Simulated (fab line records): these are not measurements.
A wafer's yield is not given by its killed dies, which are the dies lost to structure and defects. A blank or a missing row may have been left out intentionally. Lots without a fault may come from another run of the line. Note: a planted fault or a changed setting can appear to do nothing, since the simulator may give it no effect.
Matching of chambers ; flow sky130 ; SKY_VIA4_CMP_02 on cmp-02: 4 sister chambers
The step polishes SiO2. 8 wafers are shown with their chamber, then 7 later ones without.

## EACH WAFER AND ITS CHAMBER
wafer;chamber;motor current A (A);platen rpm (rpm)
L591.5;3;10.1;60.01
L594.3;3;10.5;59.98
L594.4;0;11.7;59.95
L593.2;2;11.4;59.96
L593.5;2;11.8;60.02
L593.6;1;14.1;59.99
L600.1;0;11.6;60.01
L600.4;1;13.5;60.01

## WAFERS WITH NO CHAMBER GIVEN
wafer;motor current A (A);platen rpm (rpm)
L600.6;12.1;60.03
L608.1;14.2;59.98
L608.4;11.0;59.97
L608.5;13.3;60.04
L612.2;12.3;60.00
L612.3;13.7;59.96
L612.6;12.2;60.04

## CHAMBER TAKEN BY EACH
wafer;from the rows above;in truth
L600.6;can't be placed: 2 or 0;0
L608.1;1;1
L608.4;can't be placed: 2 or 0 or 3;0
L608.5;1;1
L612.2;can't be placed: 0 or 2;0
L612.3;1;1
L612.6;can't be placed: 2 or 0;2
Correctly placed: 3 of 7. Unplaceable from these rows: 4, with the true chamber sitting among the candidates in 4. Wrongly placed: 0.
How it was worked out, from the rows above alone: a wafer's distance from a chamber is the root of the sum, over the readings, of the square of ((its reading less the chamber's mean) divided by the reading's scatter). The wafer belongs to the nearest chamber; if the next one is less than 2 further off, it can't be placed. A chamber's mean is the mean of its shown wafers. The scatter: the root of (the sum of the squares of (reading less its chamber's mean) over the shown wafers, divided by (wafers less chambers)).
